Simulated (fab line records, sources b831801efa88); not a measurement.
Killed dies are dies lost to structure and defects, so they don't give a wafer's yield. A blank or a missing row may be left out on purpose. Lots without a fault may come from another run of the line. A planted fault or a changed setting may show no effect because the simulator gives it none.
Which tool did it? | flow sky130 | 9 lots, 27 wafers sampled, at 2 steps of a route of 708

WHAT THE GAUGES READ, wafer by wafer
SKY_LDD_LDN_TW_MEAS_13. Usual: LDD_LDN_TW 1487, standard deviation 9.9.
lot  | measured     | on            | LDD_LDN_TW     | flag
L979 | day 22 17:49 | film_metro-04 | 1502 1491 1494 |
L980 | day 23 04:57 | film_metro-03 | 1484 1473 1478 |
L981 | day 23 14:46 | film_metro-02 | 1485 1484 1496 |
L982 | day 23 22:09 | film_metro-03 | 1475 1470 1480 |
L983 | day 25 03:40 | film_metro-03 | 1476 1470 1480 |
L984 | day 25 15:13 | film_metro-02 | 1393 1394 1389 | OFF
L985 | day 26 07:12 | film_metro-02 | 1395 1392 1405 | OFF
L986 | day 26 08:46 | film_metro-03 | 1384 1387 1380 | OFF
L987 | day 26 12:51 | film_metro-03 | 1388 1388 1389 | OFF

WHICH TOOL RAN EACH LOT (tool, then ch and the chambers of the sampled wafers, then the start)
lot  | SKY_LDD_LDN_IMPLANT_08
L979 | implanter-04 ch 0, day 22 17:09
L980 | implanter-03 ch 0, day 23 04:15
L981 | implanter-01 ch 0, day 23 14:06
L982 | implanter-04 ch 0, day 23 21:27
L983 | implanter-03 ch 0, day 25 03:01
L984 | implanter-04 ch 0, day 25 14:33
L985 | implanter-01 ch 0, day 26 06:30
L986 | implanter-03 ch 0, day 26 08:04
L987 | implanter-01 ch 0, day 26 12:09
- SKY_LDD_LDN_IMPLANT_08

WHAT THE TOOLS THEMSELVES READ (means of the sampled wafers that have a number; where no wafer has one, the mark that the record gives instead)
SKY_LDD_LDN_IMPLANT_08. Usual: dose_ions_cm2 1.2498e+13, standard deviation 1.4e+10; end_station_pressure_torr 5.04e-06 Torr, standard deviation 2.7e-07.
lot  | tool         | dose_ions_cm2 | end_station_pressure_torr (Torr) | flag
L979 | implanter-04 | 1.2483e+13    | 4.88e-06                         |
L980 | implanter-03 | 1.2507e+13    | 4.95e-06                         |
L981 | implanter-01 | 1.2499e+13    | 5.19e-06                         |
L982 | implanter-04 | 1.2495e+13    | 4.96e-06                         |
L983 | implanter-03 | 1.2495e+13    | 4.88e-06                         |
L984 | implanter-04 | 1.2496e+13    | 4.95e-06                         |
L985 | implanter-01 | 1.2506e+13    | 5.01e-06                         |
L986 | implanter-03 | 1.2496e+13    | 4.83e-06                         |
L987 | implanter-01 | 1.2479e+13    | 5.11e-06                         |

THE ANSWER, worked out from the rows above alone
Rule: a lot is off if the mean of its wafers that have a number lies more than 3 standard deviations from the usual mean. A lot without any number at a reading at which 4 lots or more have one is off too. The other lots that the step has rows for count as sound. The gauges are gone through in route order, then the tools' own readings, and for those a lot's mean is taken as printed above. The first step at which some lot is off is used, and at that step the reading that is off furthest; a lot without a number counts as furthest.
Off: L984, L985, L986, L987, at SKY_LDD_LDN_TW_MEAS_13 (LDD_LDN_TW).
A tool fits if, at a process step before that reading, it ran every lot that is off, and no sound lot after the first of them. The gauges at SKY_LDD_LDN_TW_MEAS_13 are tried like those tools. None of those tried fits.

WHAT THE SIMULATOR HAD PUT IN
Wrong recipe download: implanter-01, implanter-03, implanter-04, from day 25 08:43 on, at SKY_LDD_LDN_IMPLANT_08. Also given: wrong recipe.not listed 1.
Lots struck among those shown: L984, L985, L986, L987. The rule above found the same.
